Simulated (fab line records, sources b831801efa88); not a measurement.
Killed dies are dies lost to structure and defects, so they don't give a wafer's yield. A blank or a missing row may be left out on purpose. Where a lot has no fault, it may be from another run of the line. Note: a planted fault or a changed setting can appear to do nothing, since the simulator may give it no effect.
Which tool is to blame? :: flow sky130 :: 9 lots (27 wafers sampled), 1 step of a 708-step route

WHAT THE GAUGES SHOWED, per wafer
SKY_METAL2_CD_MEAS_15: target cd 140 nm. Usual: cd_nm reads 139.7 nm (standard deviation 1.8).
lot: L760
measured: day 35 07:12
on: cd_sem-01
cd_nm (nm): 139.0 141.8 141.1
flag: 

lot: L761
measured: day 35 10:43
on: cd_sem-02
cd_nm (nm): 139.8 140.4 139.9
flag: 

lot: L765
measured: day 36 08:16
on: cd_sem-01
cd_nm (nm): 139.0 139.8 142.3
flag: 

lot: L767
measured: day 37 11:44
on: cd_sem-02
cd_nm (nm): 143.0 143.2 142.8
flag: 

lot: L768
measured: day 37 13:05
on: cd_sem-02
cd_nm (nm): 137.0 136.3 137.1
flag: 

lot: L769
measured: day 37 16:21
on: cd_sem-02
cd_nm (nm): 143.7 142.3 143.7
flag: 

lot: L777
measured: day 40 09:57
on: cd_sem-01
cd_nm (nm): 139.9 140.6 140.0
flag: 

lot: L778
measured: day 40 10:19
on: cd_sem-02
cd_nm (nm): 137.6 136.7 136.1
flag: 

lot: L779
measured: day 40 18:14
on: cd_sem-02
cd_nm (nm): 137.9 137.6 137.3
flag: 

EACH LOT AND THE TOOL THAT RAN IT (in order: tool; ch and the chambers of the sampled wafers; start)
Record: no process step prior to these readings.

WHAT THE TOOLS THEMSELVES READ (means of the sampled wafers that have a number; where no wafer has one, the mark that the record gives instead)
The record holds no such reading with a usual standard deviation.

THE ANSWER, worked out from the rows above alone
Rule: take the mean of a lot's wafers that have a number; if it is more than 3 standard deviations from the usual mean, the lot is off. Also off: a lot with no number at a reading for which 4 or more lots have one. Where the step has rows for the other lots, those lots are counted as sound. Order of review: gauges by route order, followed by the tools' own readings, for which a lot's mean as printed above is used. At the first step where some lot is off, the reading lying furthest off is the one used; lots without a number count as furthest.
No lot is off on any of the readings shown, so nothing can be concluded from this.

WHAT HAD BEEN PUT IN BY THE SIMULATOR
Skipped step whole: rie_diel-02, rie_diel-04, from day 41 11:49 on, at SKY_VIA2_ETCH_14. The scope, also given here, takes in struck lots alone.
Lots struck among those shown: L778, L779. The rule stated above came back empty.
